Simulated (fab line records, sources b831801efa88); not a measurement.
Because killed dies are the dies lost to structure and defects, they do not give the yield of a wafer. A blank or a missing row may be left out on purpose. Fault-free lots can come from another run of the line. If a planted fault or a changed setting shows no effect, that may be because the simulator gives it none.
A lot that was struck, set against a sound lot :: flow gf180mcu :: 18 steps out of a route of 602
Sound: wafers L918.4, L918.5, L918.6. The struck wafers were L938.2, L938.3, L938.4. The cause is named last.
Each step with rows lists, per side, the tool, then ch with its chambers, then its first start. Under that, the readings that differ: sound wafers :: struck wafers :: difference of the means :: sigmas: that difference in standard deviations of wafers without a fault.
alike: readings with means less than 2 such deviations apart, plus words and numbers identical on both sides. not compared: withheld readings, readings lacking a value on some wafer, bounds such as >300 that could conceal the same value, and numbers that have no deviation in the record and whose values overlap.
The two part at a step that has a row with sigmas, a row that says differs or no value, or rows on one side only. Non-overlapping numbers with no deviation appear without sigmas and do not part them. A reading that every wafer of one side lacks parts them only if that side has two wafers or more.

GF_V5_CMP_26: polishes, stops on SiO2, t overpolish 15 s, target thk 0 nm.
  sound on cmp-02 ch 0,3, day 27 12:14; struck on cmp-01 ch 1,2,3, day 33 13:17
reading: motorCurrentA (A)
sound: 9.5 9.8 9.6
struck: 12.4 10.2 12.8
difference: +2.2
sigmas: +2

reading: timeToEndpointS (s)
sound: 76 76 75
struck: 88 86 93
difference: +13
sigmas: +3
  alike: overpolishRunS
then, 1 step without rows for these wafers: GF_TOP_METAL_SPUTTER_00 (material Ti, target thk 37.5 nm, time 150 s).
GF_TOP_METAL_SPUTTER_01: material TiN, target thk 30 nm, time 25 s.
  sound on pvdSputter-04 at day 27 12:35; struck on pvdSputter-04 at day 33 13:41
  alike: throttleValvePct
GF_TOP_METAL_SPUTTER_02: material AlCu, target thk 900 nm, time 47.82 s.
  sound on pvdSputter-04 at day 27 12:37; struck on pvdSputter-04 at day 33 13:43
  alike: substrateTempC, throttleValvePct
GF_TOP_METAL_SPUTTER_03: material Ti, target thk 5 nm, time 3.3 s.
  sound on pvdSputter-04 at day 27 12:40; struck on pvdSputter-04 at day 33 13:46
  alike: substrateTempC, throttleValvePct
GF_TOP_METAL_SPUTTER_04: material TiN, target thk 25 nm, time 20.8 s.
  sound on pvdSputter-04 at day 27 12:41; struck on pvdSputter-04 at day 33 13:47
  alike: throttleValvePct
GF_TOP_METAL_RS_MEAS_05: measurement is done with a four-point probe.
  sound on filmMetro-03 at day 27 12:46; struck on filmMetro-04 at day 33 13:50
  alike: TOP_METAL_ALCU_RS
GF_TOP_METAL_THK_MEAS_06: measures by xrf.
  sound on filmMetro-03 at day 27 12:52; struck on filmMetro-04 at day 33 13:56
  alike: TOP_METAL_ALCU_THK
then, 4 steps without rows for these wafers: GF_TOP_METAL_DEHYDRATE_07 (time 60 s); GF_TOP_METAL_HMDS_08 (prime time 60 s); GF_TOP_METAL_COAT_09 (resist thk 1500 nm); GF_TOP_METAL_SOFTBAKE_10 (time 60 s).
GF_TOP_METAL_EXPOSE_11: exposes mask MetalTop, target cd 440 nm.
  sound on ilineStepper-01 ch 0, day 27 22:54; struck on ilineStepper-01 ch 0, day 33 21:20
reading: model.TOP_METAL.overlayXNm (nm)
sound: -0.2482 -0.2482 -0.2482
struck: 7.744 7.744 7.744
difference: +7.992
sigmas: 
  alike: mask
then, 2 steps without rows for these wafers: GF_TOP_METAL_PEB_12; GF_TOP_METAL_DEVELOP_13 (develop time 60 s).
GF_TOP_METAL_CD_MEAS_14: the cd target is 440 nm.
  sound on cdSem-02 at day 28 07:59; struck on cdSem-01 at day 34 04:16
  alike: cdNm
GF_TOP_METAL_OVL_MEAS_15:
  sound on overlay-02 at day 28 08:04; struck on overlay-02 at day 34 04:34
reading: TOP_METAL_OVL (nm)
sound: -3.5 -2.5 -0.4
struck: 6.8 7.0 6.4
difference: +8.9
sigmas: +6
  not compared: hold
GF_PASSIVATION_PROBE_99:
  only the struck wafers here have rows in the record (prober-02, day 34 23:47); the sound ones have none

== WHERE THEY PART ==
Last at GF_PASSIVATION_PROBE_99 as far as this record goes, first at GF_V5_CMP_26.

WHY: the cause the simulator had injected
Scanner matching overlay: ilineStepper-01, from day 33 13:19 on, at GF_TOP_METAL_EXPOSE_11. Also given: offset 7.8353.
